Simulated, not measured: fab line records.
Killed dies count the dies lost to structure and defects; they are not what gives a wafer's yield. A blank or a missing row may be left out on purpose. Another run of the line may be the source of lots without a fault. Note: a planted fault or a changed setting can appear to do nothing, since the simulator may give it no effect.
fab line records	flow sky130
[record] lots = 7	wafers = 21	last_day = 50
route steps=708 shown METAL3@534 CAPM@537
lots with no fault: from the same line, run without faults
start_h: hours from the record's first day to the start of the lot's first wafer shown	wait_h: hours from the lot's prior step to this one	" identical to the entry in the row above	L1.1+2: several wafers, shown together as one row	- no value, or no start given	* or withheld: withheld	< > ~ a bound
route shown NAME@n: a module of which the file shows steps, and the number in the route of the first	usual: the fault-free wafers' mean and standard deviation	same: alike in all rows	chamber/n: place in a boat	sites: the reading at each site	_std_site: the standard deviation of these	_edge_site: mean of outer sites minus mean of inner sites	radius_mm: for every site, how far away it sits from the centre of the wafer	mask NAME#n: copy n	behind: the tool/chamber that last shaped the wafer	hold: why the lot was held/for how many hours/how that ended	device: whichever transistor did not switch (one of n, p or np)	end of line: tests run on the same wafers once the route is complete	where a step has no rows: the recipe by itself	killed: at the first sort, the dies lost to defects and structure; wafer yield is something else	map: dies across one wafer; x = killed, . = not, _ = none there
set.NAME: the setting as run; set.NAME@STEP: as run at that earlier step	model.NAME: the simulator's own value behind a step, which no gauge read
lots seen at some steps along the route; tables by step, rows by wafer
services: when a tool's chamber went out of use (start_h, in hours from the record's first day, below 0 if earlier), for how many hours, and the reason
[[steps]]
[step SKY_METAL3_SPUTTER_02]
[recipe] material = AlCu	target_thk_nm = 735	power_w = 10600	time_s = 37.31	chamber_pressure_pa = 0.4
[usual] throttle_valve_pct = 30.5/1.4
lot.wafer	tool	chamber	start_h	wait_h	throttle_valve_pct
L643.2	pvd_sputter-04	-	867.27	0.0	31.3
L643.4	"	-	"	"	27.8
L643.6	"	-	"	"	30.2
L649.1	pvd_sputter-02	-	909.56	0.0	28.1
L649.2	"	-	"	"	30.4
L649.4	"	-	"	"	28.5
L655.1	pvd_sputter-02	-	952.72	0.0	29.5
L655.2	"	-	"	"	28.4
L655.4	"	-	"	"	28.3
L656.3	pvd_sputter-01	-	959.20	0.0	30.1
L656.4	"	-	"	"	32.4
L656.6	"	-	"	"	29.8
L657.1	pvd_sputter-01	-	970.71	0.0	32.1
L657.5	"	-	"	"	31.9
L657.6	"	-	"	"	29.9
L659.2	pvd_sputter-02	-	980.65	0.0	28.4
L659.4	"	-	"	"	28.6
L659.6	"	-	"	"	28.4
L660.2	pvd_sputter-02	-	996.70	0.0	28.3
L660.3	"	-	"	"	30.5
L660.4	"	-	"	"	28.3
[step SKY_METAL3_SPUTTER_03]
[recipe] material = Ti	target_thk_nm = 5	power_w = 3000	time_s = 3.3	chamber_pressure_pa = 0.4
[usual] throttle_valve_pct = 30.5/1.4
lot.wafer	tool	chamber	start_h	wait_h	throttle_valve_pct
L643.2	pvd_sputter-04	-	867.31	0.0	31.5
L643.4	"	-	"	"	27.5
L643.6	"	-	"	"	30.4
L649.1	pvd_sputter-02	-	909.60	0.0	28.8
L649.2	"	-	"	"	30.4
L649.4	"	-	"	"	28.5
L655.1	pvd_sputter-02	-	952.75	0.0	29.4
L655.2	"	-	"	"	28.5
L655.4	"	-	"	"	28.6
L656.3	pvd_sputter-01	-	959.23	0.0	29.9
L656.4	"	-	"	"	32.2
L656.6	"	-	"	"	29.7
L657.1	pvd_sputter-01	-	970.75	0.0	32.1
L657.5	"	-	"	"	32.3
L657.6	"	-	"	"	29.9
L659.2	pvd_sputter-02	-	980.68	0.0	28.6
L659.4	"	-	"	"	28.4
L659.6	"	-	"	"	28.6
L660.2	pvd_sputter-02	-	996.74	0.0	28.3
L660.3	"	-	"	"	30.4
L660.4	"	-	"	"	28.4
[step SKY_METAL3_SPUTTER_04]
[recipe] material = TiN	target_thk_nm = 70	power_w = 6500	time_s = 58.3	chamber_pressure_pa = 0.4
[usual] throttle_valve_pct = 30.5/1.4
lot.wafer	tool	chamber	start_h	wait_h	throttle_valve_pct
L643.2	pvd_sputter-04	-	867.33	0.0	31.5
L643.4	"	-	"	"	27.7
L643.6	"	-	"	"	30.2
L649.1	pvd_sputter-02	-	909.61	0.0	28.6
L649.2	"	-	"	"	30.5
L649.4	"	-	"	"	28.5
L655.1	pvd_sputter-02	-	952.77	0.0	29.2
L655.2	"	-	"	"	28.3
L655.4	"	-	"	"	28.7
L656.3	pvd_sputter-01	-	959.25	0.0	30.2
L656.4	"	-	"	"	32.0
L656.6	"	-	"	"	29.9
L657.1	pvd_sputter-01	-	970.77	0.0	31.9
L657.5	"	-	"	"	32.0
L657.6	"	-	"	"	30.0
L659.2	pvd_sputter-02	-	980.70	0.0	28.3
L659.4	"	-	"	"	28.7
L659.6	"	-	"	"	28.6
L660.2	pvd_sputter-02	-	996.76	0.0	28.4
L660.3	"	-	"	"	30.4
L660.4	"	-	"	"	28.4
[step SKY_CAPM_CVD_00]
[recipe] material = SiO2	target_thk_nm = 15.5	temp_c = 400	time_s = withheld	rf_w = 450
[usual] heater_power_w = 662/70
lot.wafer	tool	chamber	start_h	wait_h	heater_power_w
L643.2	pecvd-02	1	867.38	0.0	608
L643.4	"	0	"	"	647
L643.6	"	1	"	"	628
L649.1	pecvd-03	0	909.66	0.0	721
L649.2	"	2	"	"	635
L649.4	"	2	"	"	656
L655.1	pecvd-04	2	952.82	0.0	687
L655.2	"	0	"	"	628
L655.4	"	0	"	"	646
L656.3	pecvd-02	2	959.30	0.0	681
L656.4	"	2	"	"	700
L656.6	"	1	"	"	635
L657.1	pecvd-03	2	970.82	0.0	569
L657.5	"	2	"	"	567
L657.6	"	1	"	"	781
L659.2	pecvd-03	1	980.75	0.0	711
L659.4	"	2	"	"	638
L659.6	"	1	"	"	714
L660.2	pecvd-02	2	996.81	0.0	676
L660.3	"	0	"	"	637
L660.4	"	1	"	"	606
[step SKY_CAPM_THK_MEAS_01]
[recipe] reads = SiO2_of_CAPM_CVD_00
[usual] CAPM_CVD_00_THK = 15.51/0.22
lot.wafer	tool	chamber	start_h	wait_h	CAPM_CVD_00_THK[nm]
L643.2	film_metro-01	-	867.41	-	15.29
L643.4	"	-	"	"	15.35
L643.6	"	-	"	"	15.41
L649.1	film_metro-02	-	909.68	-	15.61
L649.2	"	-	"	"	15.37
L649.4	"	-	"	"	15.72
L655.1	film_metro-02	-	952.84	-	15.17
L655.2	"	-	"	"	15.49
L655.4	"	-	"	"	15.74
L656.3	film_metro-02	-	959.34	-	15.54
L656.4	"	-	"	"	15.71
L656.6	"	-	"	"	15.65
L657.1	film_metro-02	-	970.84	-	15.18
L657.5	"	-	"	"	15.51
L657.6	"	-	"	"	15.78
L659.2	film_metro-01	-	980.78	-	15.44
L659.4	"	-	"	"	15.58
L659.6	"	-	"	"	15.71
L660.2	film_metro-01	-	996.84	-	15.75
L660.3	"	-	"	"	15.36
L660.4	"	-	"	"	15.84
[step SKY_CAPM_SPUTTER_02]
[recipe] material = TiN	target_thk_nm = 200	temp_c = 300	power_w = 6500	time_s = 166.7	chamber_pressure_pa = 0.4
[usual] throttle_valve_pct = 29.7/1
lot.wafer	tool	chamber	start_h	wait_h	throttle_valve_pct
L643.2	pvd_sputter-03	-	867.46	0.0	30.3
L643.4	"	-	"	"	28.5
L643.6	"	-	"	"	29.5
L649.1	pvd_sputter-03	-	909.74	0.1	30.0
L649.2	"	-	"	"	29.4
L649.4	"	-	"	"	28.9
L655.1	pvd_sputter-03	-	952.90	0.1	30.3
L655.2	"	-	"	"	28.8
L655.4	"	-	"	"	29.0
L656.3	pvd_sputter-02	-	959.38	0.0	28.7
L656.4	"	-	"	"	28.6
L656.6	"	-	"	"	29.7
L657.1	pvd_sputter-02	-	970.90	0.1	29.7
L657.5	"	-	"	"	30.6
L657.6	"	-	"	"	29.7
L659.2	pvd_sputter-03	-	980.83	0.0	30.1
L659.4	"	-	"	"	29.0
L659.6	"	-	"	"	29.7
L660.2	pvd_sputter-04	-	996.89	0.0	31.8
L660.3	"	-	"	"	31.0
L660.4	"	-	"	"	30.1
[step SKY_CAPM_RS_MEAS_03]
[recipe] thk_meas_gauge = four-point-probe	reads = TiN_of_CAPM_SPUTTER_02
[usual] CAPM_TIN_RS = 6.96/0.07
lot.wafer	tool	chamber	start_h	wait_h	CAPM_TIN_RS[ohm/sq]
L643.2	film_metro-04	-	867.59	0.1	6.86
L643.4	"	-	"	"	6.89
L643.6	"	-	"	"	6.83
L649.1	film_metro-01	-	909.85	0.1	6.92
L649.2	"	-	"	"	6.95
L649.4	"	-	"	"	6.97
L655.1	film_metro-01	-	953.01	0.1	6.98
L655.2	"	-	"	"	7.05
L655.4	"	-	"	"	7.09
L656.3	film_metro-04	-	959.53	0.1	6.92
L656.4	"	-	"	"	6.84
L656.6	"	-	"	"	6.94
L657.1	film_metro-01	-	971.01	0.1	6.84
L657.5	"	-	"	"	6.88
L657.6	"	-	"	"	6.87
L659.2	film_metro-04	-	980.96	0.1	6.95
L659.4	"	-	"	"	6.98
L659.6	"	-	"	"	6.93
L660.2	film_metro-04	-	997.02	0.1	6.93
L660.3	"	-	"	"	6.89
L660.4	"	-	"	"	6.93
[step SKY_CAPM_THK_MEAS_04]
[recipe] thk_meas_gauge = xrf	reads = TiN_of_CAPM_SPUTTER_02
[usual] CAPM_TIN_THK = 200.6/2.1
lot.wafer	tool	chamber	start_h	wait_h	CAPM_TIN_THK[nm]
L643.2	film_metro-04	-	867.70	0.1	203.7
L643.4	"	-	"	"	203.1
L643.6	"	-	"	"	204.5
L649.1	film_metro-01	-	909.97	0.1	201.2
L649.2	"	-	"	"	199.2
L649.4	"	-	"	"	200.3
L655.1	film_metro-01	-	953.13	0.1	200.0
L655.2	"	-	"	"	197.7
L655.4	"	-	"	"	197.2
L656.3	film_metro-04	-	959.63	0.1	200.6
L656.4	"	-	"	"	203.5
L656.6	"	-	"	"	200.9
L657.1	film_metro-01	-	971.13	0.1	202.6
L657.5	"	-	"	"	202.2
L657.6	"	-	"	"	202.6
L659.2	film_metro-04	-	981.07	0.1	200.6
L659.4	"	-	"	"	198.3
L659.6	"	-	"	"	200.7
L660.2	film_metro-04	-	997.13	0.1	201.0
L660.3	"	-	"	"	202.9
L660.4	"	-	"	"	200.1
[step SKY_CAPM_DEHYDRATE_05]
[recipe] temp_c = 200	time_s = 60
[step SKY_CAPM_HMDS_06]
[recipe] prime_time_s = 60	prime_temp_c = 120
[step SKY_CAPM_COAT_07]
[recipe] resist = NOVOLAK	spin_rpm = 3000	resist_thk_nm = 1140
[step SKY_CAPM_SOFTBAKE_08]
[recipe] temp_c = 90	time_s = 60	resist = NOVOLAK
[step SKY_CAPM_EXPOSE_09]
[recipe] mask_id = CAPM	na = 0.6	source_shape = conventional	sigma_outer = 0.6	polarization = unpolarized	target_cd_nm = 1000	dose_mj = 159
[usual] exposure_dose_mJ_cm2 = 159.02/0.15	focus_offset_nm = -0.1/0.53
lot.wafer	tool	chamber	start_h	wait_h	mask	exposure_dose_mJ_cm2	focus_offset_nm
L643.2	iline_stepper-01	0	881.98	-	CAPM#0	159.17	-0.6
L643.4	"	0	"	"	CAPM#0	158.99	-0.8
L643.6	"	0	"	"	CAPM#0	159.11	-0.5
L649.1	iline_stepper-02	0	921.29	-	CAPM#0	159.07	-0.1
L649.2	"	0	"	"	CAPM#0	159.10	-1.1
L649.4	"	0	"	"	CAPM#0	159.07	-0.7
L655.1	iline_stepper-01	-	965.01	-	CAPM#0	-	-
L655.2	"	-	"	"	CAPM#0	-	-
L655.4	"	-	"	"	CAPM#0	-	-
L656.3	iline_stepper-01	-	970.92	-	CAPM#0	-	-
L656.4	"	-	"	"	CAPM#0	-	-
L656.6	"	-	"	"	CAPM#0	-	-
L657.1	iline_stepper-01	-	983.38	-	CAPM#0	-	-
L657.5	"	-	"	"	CAPM#0	-	-
L657.6	"	-	"	"	CAPM#0	-	-
L659.2	iline_stepper-01	0	992.30	-	CAPM#0	158.82	-0.8
L659.4	"	0	"	"	CAPM#0	158.98	-0.6
L659.6	"	0	"	"	CAPM#0	159.05	-0.7
L660.2	iline_stepper-01	0	1009.02	-	CAPM#0	159.11	-0.8
L660.3	"	0	"	"	CAPM#0	158.65	0.5
L660.4	"	0	"	"	CAPM#0	158.98	-0.8
[step SKY_CAPM_PEB_10]
[recipe] temp_c = withheld	time_s = *	resist = NOVOLAK
[[services]]
tool	chamber	start_h	hours	kind
pecvd-02	1	854.26	5.5	scheduled_down
iline_stepper-02	0	857.16	-	calibration
pvd_sputter-03	-	860.00	0.5	repair
pecvd-04	0	860.52	5.0	scheduled_down
pecvd-03	-	867.27	0.8	pm
pecvd-04	2	868.86	2.1	scheduled_down
pvd_sputter-01	-	874.15	2.3	repair
pecvd-02	0	884.89	2.1	scheduled_down
pecvd-02	2	885.39	-	calibration
pecvd-03	-	886.10	3.3	repair
pecvd-02	0	904.39	4.4	repair
pecvd-02	1	909.41	2.1	scheduled_down
pecvd-02	1	916.07	5.5	scheduled_down
pecvd-04	-	923.31	2.8	pm
pecvd-04	1	943.67	5.0	scheduled_down
pecvd-04	-	947.63	0.7	repair
pecvd-03	-	949.84	4.3	pm
pecvd-03	0	962.58	-	calibration
iline_stepper-02	-	978.69	13.8	repair
iline_stepper-01	-	992.46	1.7	pm
pvd_sputter-03	-	997.14	1.0	repair
pecvd-04	1	999.38	-	clean
iline_stepper-02	-	999.66	12.9	repair
pvd_sputter-01	-	1003.49	7.4	repair
[[key]]
[first_sign] step = SKY_CAPM_EXPOSE_09	reading = tool_record	direction = missing
effect none on later readings
met_at SKY_CAPM_EXPOSE_09
struck_wafers L655.1,L655.2,L655.4,L656.3,L656.4,L656.6,L657.1,L657.5,L657.6
later_rows_left_out L655.1,L655.2,L655.4,L656.3,L656.4,L656.6,L657.1,L657.5,L657.6
sort_left_out L655.1,L655.2,L655.4,L656.3,L656.4,L656.6,L657.1,L657.5,L657.6
onset_between 881.98 965.01
[fault] kind = skipped_step_whole	tool = iline_stepper-01	chamber = -	onset_h = 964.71	steps = SKY_CAPM_EXPOSE_09	scope = struck_lots_only
// sort_left_out: the simulated sort isn't trusted on such a fault, so these wafers' sort isn't shown, and their yield isn't known
// later_rows_left_out: the simulator's readings of these wafers behind a module that went badly wrong aren't trusted and aren't shown, but for the sort
